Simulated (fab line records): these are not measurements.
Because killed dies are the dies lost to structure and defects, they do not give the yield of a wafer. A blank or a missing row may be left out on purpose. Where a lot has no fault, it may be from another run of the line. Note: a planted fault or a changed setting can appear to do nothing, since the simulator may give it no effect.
fab line records -- flow gf180mcu -- part 2 of 2: steps 30 to 38 of 38
[record] lots = 5, wafers = 15, last_day = 34
route steps=602 shown M4@470 V4@476 MIM@503
lots with no fault: from the same line, run without faults
start_h: the number of hours between the record's first day and the start of the first shown wafer of the lot -- wait_h: how many hours have passed since the lot's step before this one -- " same as the row above -- L1.1+2: a single row standing in for several wafers -- - either no value or no given start -- * or withheld: withheld -- < > ~ a bound
route shown NAME@n: a module of which the file shows steps, and the number in the route of the first -- usual: average and standard deviation across the fault-free wafers -- same: alike in all rows -- chamber/n: place in a boat -- sites: per-site readings -- _std_site: how widely they spread, as a standard deviation -- _edge_site: mean of outer sites minus mean of inner sites -- radius_mm: how far each site lies from the wafer's centre -- mask NAME#n: copy n -- behind: the tool/chamber that last shaped the wafer -- hold: what put the lot on hold/how long, in hours/how the hold closed -- device: the transistor (n, p or np) that didn't switch -- end of line: tests of these same wafers at the route's end -- a step with no rows: only its recipe -- killed: count of dies lost to structure and defects at first sort (not the wafer's yield) -- map: per-die view of a wafer (x killed, . not killed, _ where there is no die)
set.NAME: the setting the step ran with; set.NAME@STEP: the setting that earlier step ran with -- model.NAME: the simulator's own value behind a step, which no gauge read
lots seen at some steps along the route; tables by step, rows by wafer
services: the hour from which a tool's chamber was out of use, counted from the record's first day as start_h (under 0 if before that day), plus the number of hours and why
[[steps]]
[step GF_V4_CVD_23]
[recipe] material = W, target_thk_nm = 350, time_s = 104.9, temp_c = 400, pressure_torr = 40
[usual] heater_power_w = 791/47
lot.wafer,tool,chamber,start_h,wait_h,heater_power_w
L081.1,cvd_w-02,1,626.26,0.0,824
L081.5,cvd_w-02,1,626.26,0.0,820
L081.6,cvd_w-02,0,626.26,0.0,763
L082.2,cvd_w-01,1,640.57,0.0,832
L082.3,cvd_w-01,0,640.57,0.0,729
L082.5,cvd_w-01,0,640.57,0.0,731
L086.1,cvd_w-02,1,654.31,0.0,854
L086.5,cvd_w-02,1,654.31,0.0,837
L086.6,cvd_w-02,0,654.31,0.0,776
L090.1,cvd_w-02,1,686.59,0.0,849
L090.2,cvd_w-02,0,686.59,0.0,768
L090.3,cvd_w-02,1,686.59,0.0,827
L097.1,cvd_w-02,0,720.26,0.0,790
L097.3,cvd_w-02,1,720.26,0.0,858
L097.5,cvd_w-02,0,720.26,0.0,761
[step GF_V4_RS_MEAS_24]
[recipe] thk_meas_gauge = four-point-probe, reads = W_of_V4_CVD_23+TiN_of_V4_SPUTTER_22+Ti_of_V4_SPUTTER_21
[usual] V4_W_RS = 0.326/0.0038
lot.wafer,tool,chamber,start_h,wait_h,V4_W_RS[ohm/sq]
L081.1,film_metro-01,-,626.37,0.1,0.331
L081.5,film_metro-01,-,626.37,0.1,0.329
L081.6,film_metro-01,-,626.37,0.1,0.331
L082.2,film_metro-01,-,640.70,0.1,0.327
L082.3,film_metro-01,-,640.70,0.1,0.325
L082.5,film_metro-01,-,640.70,0.1,0.322
L086.1,film_metro-04,-,654.42,0.1,0.323
L086.5,film_metro-04,-,654.42,0.1,0.327
L086.6,film_metro-04,-,654.42,0.1,0.328
L090.1,film_metro-01,-,686.70,0.1,0.325
L090.2,film_metro-01,-,686.70,0.1,0.321
L090.3,film_metro-01,-,686.70,0.1,0.326
L097.1,film_metro-03,-,720.37,0.1,0.325
L097.3,film_metro-03,-,720.37,0.1,0.327
L097.5,film_metro-03,-,720.37,0.1,0.321
[step GF_V4_THK_MEAS_25]
[recipe] thk_meas_gauge = xrf, reads = W_of_V4_CVD_23
[usual] V4_W_THK = 344/4.7
lot.wafer,tool,chamber,start_h,wait_h,V4_W_THK[nm]
L081.1,film_metro-01,-,626.49,0.1,337
L081.5,film_metro-01,-,626.49,0.1,339
L081.6,film_metro-01,-,626.49,0.1,336
L082.2,film_metro-01,-,640.81,0.1,340
L082.3,film_metro-01,-,640.81,0.1,344
L082.5,film_metro-01,-,640.81,0.1,346
L086.1,film_metro-04,-,654.54,0.1,353
L086.5,film_metro-04,-,654.54,0.1,351
L086.6,film_metro-04,-,654.54,0.1,346
L090.1,film_metro-01,-,686.82,0.1,343
L090.2,film_metro-01,-,686.82,0.1,346
L090.3,film_metro-01,-,686.82,0.1,342
L097.1,film_metro-03,-,720.49,0.1,346
L097.3,film_metro-03,-,720.49,0.1,343
L097.5,film_metro-03,-,720.49,0.1,348
[step GF_V4_CMP_26]
[recipe] stop_on = SiO2, down_force_psi = 3.5, platen_rpm = 60, t_overpolish_s = 15, target_thk_nm = 0, pad_velocity_m_s = 0.94248
[usual] motor_current_A = 10.9/1, overpolish_run_s = 15.000/0.0091, time_to_endpoint_s = 86/3.7
lot.wafer,tool,chamber,start_h,wait_h,motor_current_A,overpolish_run_s,time_to_endpoint_s
L081.1,cmp-02,0,626.55,0.1,10.4,15.000,84
L081.6,cmp-02,0,626.55,0.1,10.0,14.983,85
L081.5,cmp-02,1,626.55,0.1,11.4,15.007,81
L082.3,cmp-02,1,640.96,0.1,11.5,14.980,85
L082.2,cmp-02,2,640.96,0.1,12.5,15.012,83
L082.5,cmp-02,0,640.96,0.1,10.5,14.986,87
L086.1,cmp-02,0,654.60,0.1,10.7,15.022,86
L086.6,cmp-02,0,654.60,0.1,10.8,14.999,85
L086.5,cmp-02,1,654.60,0.1,11.3,15.001,83
L090.2,cmp-02,0,686.88,0.0,10.8,14.997,89
L090.1,cmp-02,1,686.88,0.0,10.7,14.993,87
L090.3,cmp-02,2,686.88,0.0,12.3,14.990,88
L097.1,cmp-01,3,720.60,0.1,11.2,14.997,88
L097.3,cmp-01,0,720.60,0.1,9.7,15.011,85
L097.5,cmp-01,2,720.60,0.1,9.9,14.983,83
[step GF_MIM_SPUTTER_00]
[recipe] material = Ti, target_thk_nm = 37.5, arriving_ion_energy_ev = 80, substrate_temp_c = 200, chamber_pressure_pa = 2, power_w = 4000, time_s = 150
[usual] substrate_temp_c = 199.98/0.15, throttle_valve_pct = 29.8/1.4
lot.wafer,tool,chamber,start_h,wait_h,substrate_temp_c,throttle_valve_pct
L081.1,pvd_sputter-02,-,626.85,0.2,199.99,29.7
L081.5,pvd_sputter-02,-,626.85,0.2,200.25,30.6
L081.6,pvd_sputter-02,-,626.85,0.2,199.88,30.5
L082.2,pvd_sputter-04,-,641.16,0.1,200.00,31.8
L082.3,pvd_sputter-04,-,641.16,0.1,200.09,27.9
L082.5,pvd_sputter-04,-,641.16,0.1,199.90,28.9
L086.1,pvd_sputter-01,-,654.90,0.2,200.26,27.6
L086.5,pvd_sputter-01,-,654.90,0.2,200.03,30.5
L086.6,pvd_sputter-01,-,654.90,0.2,200.05,29.7
L090.1,pvd_sputter-01,-,687.18,0.2,199.87,31.2
L090.2,pvd_sputter-01,-,687.18,0.2,200.14,30.1
L090.3,pvd_sputter-01,-,687.18,0.2,200.27,29.8
L097.1,pvd_sputter-04,-,720.85,0.2,199.80,31.7
L097.3,pvd_sputter-04,-,720.85,0.2,200.43,30.1
L097.5,pvd_sputter-04,-,720.85,0.2,200.20,31.8
[step GF_MIM_SPUTTER_01]
[recipe] material = TiN, target_thk_nm = 30, power_w = 6500, time_s = 25, chamber_pressure_pa = 0.4
[usual] throttle_valve_pct = 29.8/1.4
lot.wafer,tool,chamber,start_h,wait_h,throttle_valve_pct
L081.1,pvd_sputter-02,-,626.95,0.1,29.9
L081.5,pvd_sputter-02,-,626.95,0.1,30.8
L081.6,pvd_sputter-02,-,626.95,0.1,30.5
L082.2,pvd_sputter-04,-,641.26,0.1,31.8
L082.3,pvd_sputter-04,-,641.26,0.1,27.7
L082.5,pvd_sputter-04,-,641.26,0.1,29.1
L086.1,pvd_sputter-01,-,655.00,0.1,27.5
L086.5,pvd_sputter-01,-,655.00,0.1,29.9
L086.6,pvd_sputter-01,-,655.00,0.1,30.1
L090.1,pvd_sputter-01,-,687.28,0.1,31.5
L090.2,pvd_sputter-01,-,687.28,0.1,30.2
L090.3,pvd_sputter-01,-,687.28,0.1,29.8
L097.1,pvd_sputter-04,-,720.95,0.1,31.7
L097.3,pvd_sputter-04,-,720.95,0.1,30.2
L097.5,pvd_sputter-04,-,720.95,0.1,31.7
[step GF_MIM_SPUTTER_02]
[recipe] material = AlCu, target_thk_nm = 450, power_w = 10600, time_s = 23.9, chamber_pressure_pa = 0.4
[usual] throttle_valve_pct = 29.8/1.4
lot.wafer,tool,chamber,start_h,wait_h,throttle_valve_pct
L081.1,pvd_sputter-02,-,626.98,0.0,29.8
L081.5,pvd_sputter-02,-,626.98,0.0,30.8
L081.6,pvd_sputter-02,-,626.98,0.0,30.4
L082.2,pvd_sputter-04,-,641.29,0.0,31.7
L082.3,pvd_sputter-04,-,641.29,0.0,27.8
L082.5,pvd_sputter-04,-,641.29,0.0,28.5
L086.1,pvd_sputter-01,-,655.03,0.0,27.5
L086.5,pvd_sputter-01,-,655.03,0.0,30.3
L086.6,pvd_sputter-01,-,655.03,0.0,29.9
L090.1,pvd_sputter-01,-,687.31,0.0,31.4
L090.2,pvd_sputter-01,-,687.31,0.0,30.1
L090.3,pvd_sputter-01,-,687.31,0.0,29.9
L097.1,pvd_sputter-04,-,720.98,0.0,31.8
L097.3,pvd_sputter-04,-,720.98,0.0,30.2
L097.5,pvd_sputter-04,-,720.98,0.0,31.7
[step GF_MIM_SPUTTER_03]
[recipe] material = Ti, target_thk_nm = 10, substrate_temp_c = 300, chamber_pressure_pa = 0.3, power_w = 3000, time_s = 6.7
[usual] substrate_temp_c = 299.98/0.21, throttle_valve_pct = 29.8/1.4
lot.wafer,tool,chamber,start_h,wait_h,substrate_temp_c,throttle_valve_pct
L081.1,pvd_sputter-02,-,627.01,0.0,300.00,29.7
L081.5,pvd_sputter-02,-,627.01,0.0,300.04,30.9
L081.6,pvd_sputter-02,-,627.01,0.0,299.95,30.4
L082.2,pvd_sputter-04,-,641.32,0.0,299.88,31.9
L082.3,pvd_sputter-04,-,641.32,0.0,299.89,27.7
L082.5,pvd_sputter-04,-,641.32,0.0,299.94,28.8
L086.1,pvd_sputter-01,-,655.06,0.0,300.22,27.7
L086.5,pvd_sputter-01,-,655.06,0.0,299.80,30.5
L086.6,pvd_sputter-01,-,655.06,0.0,299.49,30.0
L090.1,pvd_sputter-01,-,687.34,0.0,300.14,31.7
L090.2,pvd_sputter-01,-,687.34,0.0,299.79,29.9
L090.3,pvd_sputter-01,-,687.34,0.0,300.04,30.0
L097.1,pvd_sputter-04,-,721.01,0.0,299.88,31.9
L097.3,pvd_sputter-04,-,721.01,0.0,299.55,29.9
L097.5,pvd_sputter-04,-,721.01,0.0,300.09,31.7
[step GF_MIM_SPUTTER_04]
[recipe] material = TiN, target_thk_nm = 50, power_w = 6500, time_s = 41.7, chamber_pressure_pa = 0.4
[usual] throttle_valve_pct = 29.8/1.4
lot.wafer,tool,chamber,start_h,wait_h,throttle_valve_pct
L081.1,pvd_sputter-02,-,627.03,0.0,29.9
L081.5,pvd_sputter-02,-,627.03,0.0,30.7
L081.6,pvd_sputter-02,-,627.03,0.0,30.6
L082.2,pvd_sputter-04,-,641.34,0.0,31.7
L082.3,pvd_sputter-04,-,641.34,0.0,28.0
L082.5,pvd_sputter-04,-,641.34,0.0,28.7
L086.1,pvd_sputter-01,-,655.08,0.0,27.4
L086.5,pvd_sputter-01,-,655.08,0.0,30.4
L086.6,pvd_sputter-01,-,655.08,0.0,29.9
L090.1,pvd_sputter-01,-,687.36,0.0,31.9
L090.2,pvd_sputter-01,-,687.36,0.0,30.3
L090.3,pvd_sputter-01,-,687.36,0.0,29.6
L097.1,pvd_sputter-04,-,721.03,0.0,32.0
L097.3,pvd_sputter-04,-,721.03,0.0,30.1
L097.5,pvd_sputter-04,-,721.03,0.0,31.9
[[services]]
tool,chamber,start_h,hours,kind
krf_scanner-01,-,589.25,0.8,pm
rie_metal-04,0,592.66,9.3,repair
plasma_asher-04,-,595.93,14.6,pm
krf_scanner-02,-,602.32,1.0,pm
pvd_sputter-02,-,603.31,1.5,repair
cmp-02,-,606.41,1.4,repair
pvd_sputter-02,-,607.70,7.7,repair
rie_diel-03,-,611.80,1.6,repair
krf_scanner-01,-,612.18,1.3,pm
rie_diel-02,-,620.03,0.7,repair
krf_scanner-02,-,622.19,1.3,pm
krf_scanner-02,-,624.76,0.8,pm
cvd_w-02,-,629.23,14.6,pm
wet_bench-04,-,629.76,2.7,repair
krf_scanner-02,-,636.88,3.6,pm
cmp-01,-,639.19,0.8,repair
cmp-01,-,647.52,1.1,repair
pvd_sputter-02,-,655.87,3.9,repair
cmp-02,-,674.58,2.5,repair
cmp-01,-,684.29,1.9,repair
plasma_asher-04,-,691.87,0.8,repair
rie_diel-01,0,693.64,7.7,repair
pvd_sputter-03,-,697.94,0.7,repair
cmp-01,-,703.56,0.4,repair
